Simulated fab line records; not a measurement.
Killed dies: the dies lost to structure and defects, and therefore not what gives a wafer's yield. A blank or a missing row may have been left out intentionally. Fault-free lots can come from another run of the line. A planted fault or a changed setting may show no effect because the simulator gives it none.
Which tool was responsible? | flow sfqLine | 13 lots with 39 wafers sampled at 4 steps, on a route of 325 steps

WHAT THE GAUGES READ, wafer by wafer
SFQ_M1_RS_MEAS_909: measures by four-point-probe.
lot  | measured     | on           | M1_NB_RS (ohm/sq)
L884 | day 18 01:35 | filmMetro-03 | 0.893 0.893 0.896
L885 | day 18 18:07 | filmMetro-01 | 0.891 0.884 0.896
L886 | day 19 03:41 | filmMetro-01 | 0.908 0.917 0.911
L887 | day 19 13:17 | filmMetro-03 | 0.902 0.901 0.906
L888 | day 20 02:55 | filmMetro-03 | 0.882 0.888 0.875
L889 | day 20 12:29 | filmMetro-04 | 0.888 0.895 0.878
L890 | day 20 19:41 | filmMetro-01 | 0.900 0.898 0.904
L896 | day 22 17:10 | filmMetro-03 | 0.899 0.900 1.092
L901 | day 25 18:22 | filmMetro-04 | 0.874 0.877 0.880
L903 | day 26 14:34 | filmMetro-03 | 0.903 0.904 0.897
L905 | day 26 22:56 | filmMetro-03 | 0.903 0.912 0.907
L906 | day 27 06:10 | filmMetro-04 | 0.903 0.893 0.907
L907 | day 27 10:59 | filmMetro-01 | 0.895 0.891 0.899

SFQ_M4_OVL_MEAS_926.
lot  | measured     | on         | M4_OVL (nm)
L884 | day 43 07:10 | overlay-02 | -1 -4 5
L885 | day 44 04:22 | overlay-01 | -3 -8 -10
L886 | day 44 05:31 | overlay-01 | 2 -3 0
L887 | day 44 06:43 | overlay-01 | 8 -2 -2
L888 | day 44 07:55 | overlay-01 | -5 0 -2
L889 | day 44 09:07 | overlay-01 | 4 7 4
L890 | day 51 15:16 | overlay-01 | 4 -1 4
L896 | day 52 11:45 | overlay-02 | -5 -1 -1
L901 | day 53 12:02 | overlay-01 | 7 11 6
L903 | day 60 04:04 | overlay-01 | 5 4 2
L905 | day 60 11:16 | overlay-01 | 1 -10 -7
L906 | day 60 22:05 | overlay-01 | -11 -14 -11
L907 | day 65 18:49 | overlay-02 | 3 1 4

WHAT TOOL EACH LOT RAN ON (gives the tool, then ch and the chambers of the sampled wafers, and finally the start)
lot  | SFQ_TRILAYER_M1_DEP_SPUTTER_037 | SFQ_TRILAYER_M1_ETCH_METAL_ETCH_042
L884 | pvdSputter-06, day 18 01:29     | rieMetal-02 ch 0,1, day 24 13:20
L885 | pvdSputter-03, day 18 17:59     | rieMetal-03 ch 0,1, day 25 15:47
L886 | pvdSputter-03, day 19 03:35     | rieMetal-03 ch 1, day 25 23:09
L887 | pvdSputter-05, day 19 13:11     | rieMetal-03 ch 0,1, day 26 06:21
L888 | pvdSputter-03, day 20 02:47     | rieMetal-03 ch 0,1, day 26 14:47
L889 | pvdSputter-03, day 20 12:23     | rieMetal-02 ch 0,1, day 26 23:09
L890 | pvdSputter-05, day 20 19:35     | rieMetal-04 ch 0,1, day 27 02:45
L896 | pvdSputter-05, day 22 17:05     | rieMetal-02 ch 0,1, day 28 14:41
L901 | pvdSputter-03, day 25 18:15     | rieMetal-04 ch 0,1, day 30 22:03
L903 | pvdSputter-05, day 26 14:28     | rieMetal-03 ch 0,1, day 31 17:15
L905 | pvdSputter-06, day 26 22:51     | rieMetal-03 ch 0,1, day 32 01:39
L906 | pvdSputter-05, day 27 06:03     | rieMetal-04 ch 0,1, day 32 08:51
L907 | pvdSputter-06, day 27 10:51     | rieMetal-03 ch 0,1, day 32 14:53
- SFQ_TRILAYER_M1_DEP_SPUTTER_037: material Nb, target thk 200 nm, time 133.3 s.
- SFQ_TRILAYER_M1_ETCH_METAL_ETCH_042: etches Nb in Cl2/Ar, stops on SiO2, target depth 240 nm, time 120 s.

WHAT THE TOOLS THEMSELVES READ (means of the sampled wafers that have a number; where no wafer has one, the mark that the record gives instead)
SFQ_TRILAYER_M1_DEP_SPUTTER_037.
lot  | tool          | throttleValvePct (%)
L884 | pvdSputter-06 | 29.5
L885 | pvdSputter-03 | 29.4
L886 | pvdSputter-03 | 29.2
L887 | pvdSputter-05 | 30.3
L888 | pvdSputter-03 | 30.8
L889 | pvdSputter-03 | 30.1
L890 | pvdSputter-05 | 30.3
L896 | pvdSputter-05 | 29.7
L901 | pvdSputter-03 | 29.4
L903 | pvdSputter-05 | 30.5
L905 | pvdSputter-06 | 29.5
L906 | pvdSputter-05 | 30.8
L907 | pvdSputter-06 | 29.5

SFQ_TRILAYER_M1_ETCH_METAL_ETCH_042.
lot  | tool        | drypumpMotorCurrentA (A) | oesProductAu (a.u.)
L884 | rieMetal-02 | 6.2                      | 0.889
L885 | rieMetal-03 | 5.7                      | 0.895
L886 | rieMetal-03 | 6.1                      | 0.881
L887 | rieMetal-03 | 5.9                      | 0.887
L888 | rieMetal-03 | 6.0                      | 0.896
L889 | rieMetal-02 | 6.2                      | 0.898
L890 | rieMetal-04 | 5.7                      | 0.892
L896 | rieMetal-02 | 6.2                      | 0.861
L901 | rieMetal-04 | 5.7                      | 0.904
L903 | rieMetal-03 | 5.8                      | 0.889
L905 | rieMetal-03 | 5.9                      | 0.885
L906 | rieMetal-04 | 5.7                      | 0.889
L907 | rieMetal-03 | 5.9                      | 0.890

THE ANSWER, worked out from the rows above alone
Rule: the lots themselves supply what counts as usual. Put in order of their means at a reading, lots are off if they are a third of the lots or fewer, leave a main group of 4 or more, and stand apart from it by a gap of 3 or more times the standard deviation of the main group's means; of several such gaps the widest counts. Not used: any main group whose means are identical at the precision the tables above print for the reading. A lot without any number at a reading at which 4 lots or more have one is off too. The other lots that the step has rows for count as sound. The gauges are gone through in route order, then the tools' own readings, and for those a lot's mean is taken as printed above. The first step at which some lot is off is used, and at that step the reading that is off furthest; a lot without a number counts as furthest.
Off: L896, at SFQ_M1_RS_MEAS_909 (M1_NB_RS). The main group: mean 0.896 ohm/sq, standard deviation 0.01.
A tool fits if, at a process step before that reading, it ran every lot that is off, and no sound lot after the first of them. The gauges at SFQ_M1_RS_MEAS_909 aren't tried: what is off there is off at SFQ_TRILAYER_M1_ETCH_METAL_ETCH_042 too, on other tools, and a gauge's error can't cause that. No candidate that was tried fits.

WHAT HAD BEEN PUT IN BY THE SIMULATOR
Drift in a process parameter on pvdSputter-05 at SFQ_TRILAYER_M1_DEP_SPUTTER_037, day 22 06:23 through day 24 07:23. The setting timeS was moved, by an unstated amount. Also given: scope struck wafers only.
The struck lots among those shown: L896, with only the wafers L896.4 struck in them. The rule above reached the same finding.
